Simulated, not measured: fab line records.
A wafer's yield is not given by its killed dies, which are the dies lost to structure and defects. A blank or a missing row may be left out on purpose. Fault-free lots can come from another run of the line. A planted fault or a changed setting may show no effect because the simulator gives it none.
Chamber matching || flow sfq line || SFQ_TRILAYER_I4_CMP_CMP_100 on cmp-01: 4 sister chambers
The step polishes SiO2. 8 wafers are shown with their chamber, then 7 later ones without.

WAFERS PAIRED WITH THEIR CHAMBERS
{"wafer": "L475.4", "chamber": 2, "motor current A (A)": 11.1, "retaining ring pressure frac": 0.997}
{"wafer": "L475.1", "chamber": 1, "motor current A (A)": 11.4, "retaining ring pressure frac": 1.001}
{"wafer": "L477.6", "chamber": 1, "motor current A (A)": 10.8, "retaining ring pressure frac": 1.005}
{"wafer": "L478.5", "chamber": 3, "motor current A (A)": 8.7, "retaining ring pressure frac": 0.994}
{"wafer": "L483.3", "chamber": 3, "motor current A (A)": 8.3, "retaining ring pressure frac": 0.996}
{"wafer": "L483.4", "chamber": 2, "motor current A (A)": 11.1, "retaining ring pressure frac": 0.996}
{"wafer": "L491.4", "chamber": 0, "motor current A (A)": 11.2, "retaining ring pressure frac": 0.998}
{"wafer": "L491.5", "chamber": 0, "motor current A (A)": 11.1, "retaining ring pressure frac": 1.000}

WAFERS WITHOUT THEIR CHAMBER
{"wafer": "L491.6", "motor current A (A)": 10.5, "retaining ring pressure frac": 0.996}
{"wafer": "L492.2", "motor current A (A)": 8.0, "retaining ring pressure frac": 0.995}
{"wafer": "L492.3", "motor current A (A)": 11.1, "retaining ring pressure frac": 1.008}
{"wafer": "L492.4", "motor current A (A)": 11.7, "retaining ring pressure frac": 0.998}
{"wafer": "L493.4", "motor current A (A)": 11.5, "retaining ring pressure frac": 0.997}
{"wafer": "L493.5", "motor current A (A)": 11.7, "retaining ring pressure frac": 0.993}
{"wafer": "L493.6", "motor current A (A)": 10.7, "retaining ring pressure frac": 1.004}

WHICH CHAMBER EACH WENT THROUGH
{"wafer": "L491.6", "from the rows above": "can't be placed: 2 or 0", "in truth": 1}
{"wafer": "L492.2", "from the rows above": 3, "in truth": 3}
{"wafer": "L492.3", "from the rows above": 1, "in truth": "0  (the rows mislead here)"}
{"wafer": "L492.4", "from the rows above": "can't be placed: 0 or 2 or 1", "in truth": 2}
{"wafer": "L493.4", "from the rows above": "can't be placed: 2 or 0", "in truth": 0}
{"wafer": "L493.5", "from the rows above": "can't be placed: 2 or 0", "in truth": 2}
{"wafer": "L493.6", "from the rows above": "can't be placed: 1 or 0", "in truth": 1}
Placed correctly: 1 of 7. These rows do not allow placing 5 (true chamber among the candidates in 4). 1 placed wrongly.
How it was worked out, from the rows above alone: a wafer's distance from a chamber is the root of the sum, over the readings, of the square of ((its reading less the chamber's mean) divided by the reading's scatter). If the next closest chamber is less than 2 further off than the closest, the wafer can't be placed; otherwise it belongs to the closest. Each chamber's mean is taken over the wafers shown for it. The scatter: the root of (the sum of the squares of (reading less its chamber's mean) over the shown wafers, divided by (wafers less chambers)).
